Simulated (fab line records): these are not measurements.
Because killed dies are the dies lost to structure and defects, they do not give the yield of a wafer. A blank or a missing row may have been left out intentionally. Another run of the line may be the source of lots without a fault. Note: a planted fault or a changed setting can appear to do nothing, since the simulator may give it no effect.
Matching of chambers    flow sfq-line    SFQ_TRILAYER_I6_CMP_CMP_166 on cmp-02: 4 sister chambers
The step polishes SiO2. 16 wafers are shown with their chamber, then 8 later ones without.

== WAFERS, EACH WITH ITS CHAMBER ==
wafer   chamber  motor-current-A (A)  retaining-ring-pressure-frac  time-to-endpoint-s (s)
L855.2  0        10.0                 0.995                         222
L855.1  2        9.0                  1.007                         217
L855.6  3        9.7                  0.998                         217
L858.2  1        9.3                  0.996                         223
L858.3  2        8.8                  1.000                         212
L858.5  0        10.3                 0.999                         226
L860.4  2        9.1                  1.009                         222
L860.5  0        10.3                 1.002                         225
L860.6  3        10.5                 0.996                         223
L870.1  2        8.2                  0.989                         212
L870.4  1        9.4                  0.993                         219
L870.6  3        10.2                 1.000                         213
L873.4  0        10.3                 0.998                         217
L873.5  1        8.9                  1.001                         216
L873.6  0        10.6                 0.997                         222
L874.1  0        9.6                  0.997                         207

SIGNATURES, as means of the wafers listed above
reading                       chamber 0  chamber 1  chamber 2  chamber 3  scatter within a chamber
motor-current-A               10.183     9.200      8.775      10.133     0.359
retaining-ring-pressure-frac  0.99800    0.99667    1.00125    0.99800    0.00511
time-to-endpoint-s            219.83     219.33     215.75     217.67     5.71
Rule: for a wafer and a chamber, the distance is found by dividing, reading by reading, the gap between the wafer's reading and the chamber's mean by the reading's scatter, squaring, summing and taking the root. The wafer belongs to the nearest chamber; if the next one is less than 2 further off, it can't be placed. The scatter: the root of (the sum of the squares of (reading less its chamber's mean) over the shown wafers, divided by (wafers less chambers)).

== WAFERS WITHOUT THEIR CHAMBER ==
wafer   motor-current-A (A)  retaining-ring-pressure-frac  time-to-endpoint-s (s)
L874.2  10.7                 1.005                         206
L874.6  10.5                 1.000                         215
L877.4  10.4                 1.001                         214
L877.5  9.6                  0.990                         227
L877.6  10.7                 0.999                         210
L878.1  8.8                  1.002                         213
L878.5  10.4                 0.998                         217
L878.6  9.1                  1.000                         224

== EACH ONE'S CHAMBER ==
wafer   from the rows above                in truth
L874.2  can't be placed: 3 or 0            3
L874.6  can't be placed: 3 or 0            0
L877.4  can't be placed: 3 or 0            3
L877.5  can't be placed: 1 or 0 or 3 or 2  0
L877.6  can't be placed: 3 or 0            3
L878.1  can't be placed: 2 or 1            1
L878.5  can't be placed: 3 or 0            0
L878.6  can't be placed: 1 or 2            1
Correctly placed: 0 of 8. Not placeable from these rows: 8 (in 8, the candidates include the true chamber). Wrongly placed: 0.
